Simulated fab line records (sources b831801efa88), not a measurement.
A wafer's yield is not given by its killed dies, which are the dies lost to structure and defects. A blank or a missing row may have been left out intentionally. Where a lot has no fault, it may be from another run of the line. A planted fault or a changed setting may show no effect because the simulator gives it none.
Comparing a struck lot with a sound one ; flow sky130 ; 17 out of 708 route steps
Sound: wafers L491.1, L491.3, L491.4. Struck: wafers L503.3, L503.4, L503.5. The cause is given at the end.
Order at every step that has rows: each side's tool, ch and its chambers, its first start. Under that, the readings that differ: sound wafers ; struck wafers ; difference of the means ; sigmas: that difference in standard deviations of wafers without a fault.
alike: words and numbers the same on both sides, and readings whose means are apart by under 2 such deviations; not compared: readings that were withheld, readings missing a value for some wafer, numbers with overlapping values and no deviation given by the record, and bounds like >300 which may hide the same value.
Wherever a step has rows on one side only, a row that says differs or no value, or a row with sigmas, the two part there. Non-overlapping numbers with no deviation appear without sigmas and do not part them. A reading missing from all wafers of one side parts the sides only when that side holds two or more wafers.

first, 2 steps without rows for these wafers: SKY_NWELL_IMPLANT_12; SKY_NWELL_IMPLANT_13.
SKY_NWELL_STRIP_14: strips in O2/N2.
  sound on plasma-asher-04 ch 0,1, day 6 10:19; struck on plasma-asher-02 ch 0,1, day 9 11:37
  alike: drypump-motor-current-A, oes-product-au, strip-time-to-endpoint-s
  not compared: rf-hours-counter-h
SKY_NWELL_TW_MEAS_15:
  struck on film-metro-03, day 9 11:42; sound on film-metro-01, day 6 10:25
  alike: NWELL_TW
then, 7 steps without rows for these wafers: SKY_NWELL_DEHYDRATE_16 (time 60 s); SKY_NWELL_HMDS_17 (prime time 60 s); SKY_NWELL_COAT_18 (resist thk 3000 nm); SKY_NWELL_SOFTBAKE_19; SKY_NWELL_EXPOSE_20 (exposes mask NWM COMPLEMENT, target cd 840 nm); SKY_NWELL_PEB_21; SKY_NWELL_DEVELOP_22 (develop time 60 s).
SKY_NWELL_OVL_MEAS_23:
  struck on overlay-02, day 10 09:19; sound on overlay-02, day 7 05:26
  alike: NWELL_01_OVL
SKY_NWELL_IMPLANT_24:
  sound on implanter-02 ch 0, day 7 05:29; struck on implanter-04 ch 0, day 10 09:42
  alike: faraday-current-uA
SKY_NWELL_STRIP_25: strips in O2/N2.
  sound on plasma-asher-04 ch 0,1, day 7 05:38; struck on plasma-asher-01 ch 0,1, day 10 09:50
  alike: drypump-motor-current-A, oes-product-au, strip-time-to-endpoint-s
  not compared: rf-hours-counter-h
SKY_NWELL_TW_MEAS_26:
  struck on film-metro-01, day 10 09:55; sound on film-metro-01, day 7 05:44
reading;sound;struck;difference;sigmas
NWELL_2_TW;497.7 500.4 500.4;620.5 621.9 618.2;+120.7;+52
then, 1 step without rows for these wafers: SKY_NWELL_CLEAN_27 (cleans in SC1/SC2, time 150 s).
-- the record jumps here: 40 days lie between the struck wafers' starts before and after (it left off in module NWELL and takes up again in module PAD_OPEN, whose first step shown is number 708 of the route) --
SKY_PAD_OPEN_PROBE_99:
  struck on prober-01, day 50 06:23; sound on prober-01, day 47 18:09
reading;sound;struck;difference;sigmas
model.etest.pfet_16v.r-on-ohm-um;1.54e+04 1.524e+04 1.506e+04;1.146e+04 1.151e+04 1.159e+04;-3.713e+03;
model.etest.res-iso-pwell.rs-ohm-sq;3339 3273 3124;1805 1844 1853;-1411;
model.etest.res-pwell-under-gate.rs-ohm-sq;2294 2288 2310;1445 1446 1442;-853;
model.etest.nfet_16v.r-on-ohm-um;1.391e+04 1.385e+04 1.408e+04;1.452e+04 1.463e+04 1.468e+04;+6.633e+02;
model.etest.res-iso-pwell.line-ohm-um;1259 1235 1179;660.6 693.7 677.3;-547.1;
model.etest.tip_n_5v.rs-ohm-sq;1411 1395 1404;1517 1525 1516;+116;
model.etest.res-nwell.line-ohm-um;1203 1199 1188;1237 1254 1244;+48;
model.etest.res-iso-pwell.width-nm (nm);2667 2671 2663;2701 2708 2699;+36;
  alike: killed_at_M0_to_M3, killed_at_M4_up, killed-at-contacts, killed-at-front-end, killed-at-other, killed-dies, killed-open, killed-short

## WHERE THEY PART
Within this record, at SKY_NWELL_TW_MEAS_26 only. Later steps at which nothing parts them and some readings are alike: SKY_PAD_OPEN_PROBE_99.

WHY: the cause the simulator had injected
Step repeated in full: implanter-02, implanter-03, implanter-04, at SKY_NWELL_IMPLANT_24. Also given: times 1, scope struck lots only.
